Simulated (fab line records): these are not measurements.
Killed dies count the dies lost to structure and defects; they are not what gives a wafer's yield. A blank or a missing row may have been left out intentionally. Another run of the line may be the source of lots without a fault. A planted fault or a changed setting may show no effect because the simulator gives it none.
Struck lot and sound lot, side by side / flow sky130 / 15 steps out of a route of 708
Sound: wafers L169.3, L169.4, L169.5. Struck: wafers L181.3, L181.5. (L181.4 of the same lot was not struck and is left out.) The cause comes at the end.
Per side, at each step with rows, come the tool, then ch with its chambers, and then its first start. Under that, the readings that differ: sound wafers / struck wafers / difference of the means / sigmas: that difference in standard deviations of wafers without a fault.
alike: a reading whose means differ by less than 2 such deviations, as well as words and numbers matching on both sides. not compared: withheld readings; readings where some wafer has no value; bounds like >300 that might hide an equal value; numbers whose values overlap and for which the record gives no deviation.
Wherever a step has rows on one side only, a row that says differs or no value, or a row with sigmas, the two part there. Numbers that don't overlap but have no deviation are shown without sigmas and don't part them. A reading that every wafer of one side lacks parts them only if that side has two wafers or more.

first, 3 steps without rows for these wafers: SKY_VIA3_STRIP_17 (strips in post etch residue remover, time 1200 s); SKY_VIA3_CLEAN_18 (cleans in IPA, time 180 s); SKY_VIA3_CLEAN_19 (cleans in O3/DIW).
SKY_VIA3_SPUTTER_20: material TiN, target thk 20 nm, time 80 s.
  sound on pvd_sputter-01, day 40 09:29; struck on pvd_sputter-02, day 43 21:07
  alike: cathode_dc_power_W, throttle_valve_pct
then, 1 step without rows for these wafers: SKY_VIA3_CVD_21 (deposits W, target thk 390 nm, time 117.31 s).
SKY_VIA3_RS_MEAS_22: measures by four-point-probe.
  sound on film_metro-01, day 40 09:43; struck on film_metro-01, day 43 21:20
  alike: VIA3_W_RS
SKY_VIA3_THK_MEAS_23: measures by xrf.
  sound on film_metro-01, day 40 09:49; struck on film_metro-01, day 43 21:26
  alike: VIA3_W_THK
then, 1 step without rows for these wafers: SKY_VIA3_CMP_24 (polishes, stops on SiO2, t overpolish 20 s, target thk 0 nm).
SKY_METAL4_SPUTTER_00: material Ti, target thk 15 nm, time 10 s.
  sound on pvd_sputter-04, day 40 10:10; struck on pvd_sputter-04, day 43 21:47
  alike: cathode_dc_power_W, throttle_valve_pct
then, 1 step without rows for these wafers: SKY_METAL4_SPUTTER_01 (material TiN, target thk 20 nm, time 16.7 s).
SKY_METAL4_SPUTTER_02: material AlCu, target thk 735 nm, time 39.1 s.
  sound on pvd_sputter-04, day 40 10:12; struck on pvd_sputter-04, day 43 21:50
  alike: cathode_dc_power_W, throttle_valve_pct
SKY_METAL4_SPUTTER_03: material Ti, target thk 5 nm, time 3.3 s.
  sound on pvd_sputter-04, day 40 10:14; struck on pvd_sputter-04, day 43 21:52
  alike: cathode_dc_power_W, throttle_valve_pct
SKY_METAL4_SPUTTER_04: material TiN, target thk 70 nm, time 58.3 s.
  sound on pvd_sputter-04, day 40 10:16; struck on pvd_sputter-04, day 43 21:53
reading=cathode_dc_power_W (W); sound=6499.2 6500.3 6501.7; struck=6245.9 6244.8; difference=-255.0; sigmas=-99 or more
reading=model.TiN_of_METAL4_SPUTTER_04.thk_nm (nm); sound=69.51 70.65 69.77; struck=67.1 66.08; difference=-3.4; sigmas=
  alike: throttle_valve_pct
SKY_CAP2M_CVD_00: deposits SiO2, target thk 15.5 nm.
  sound on pecvd-01 ch 0,2, day 40 10:19; struck on pecvd-04 ch 1,2, day 43 21:56
  alike: heater_power_w
-- the record jumps here: 5 days lie between the struck wafers' starts before and after (it left off in module CAP2M and takes up again in module PAD_OPEN, whose first step shown is number 708 of the route) --
SKY_PAD_OPEN_PROBE_99:
  the record has rows for the struck wafers here (prober-02, day 49 05:13) and none for the sound ones

WHERE THEY PART
Last at SKY_PAD_OPEN_PROBE_99 as far as this record goes, first at SKY_METAL4_SPUTTER_04.

WHY: what the simulator had put in
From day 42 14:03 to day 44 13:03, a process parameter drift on pvd_sputter-04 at SKY_METAL4_SPUTTER_04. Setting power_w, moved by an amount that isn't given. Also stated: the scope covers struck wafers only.
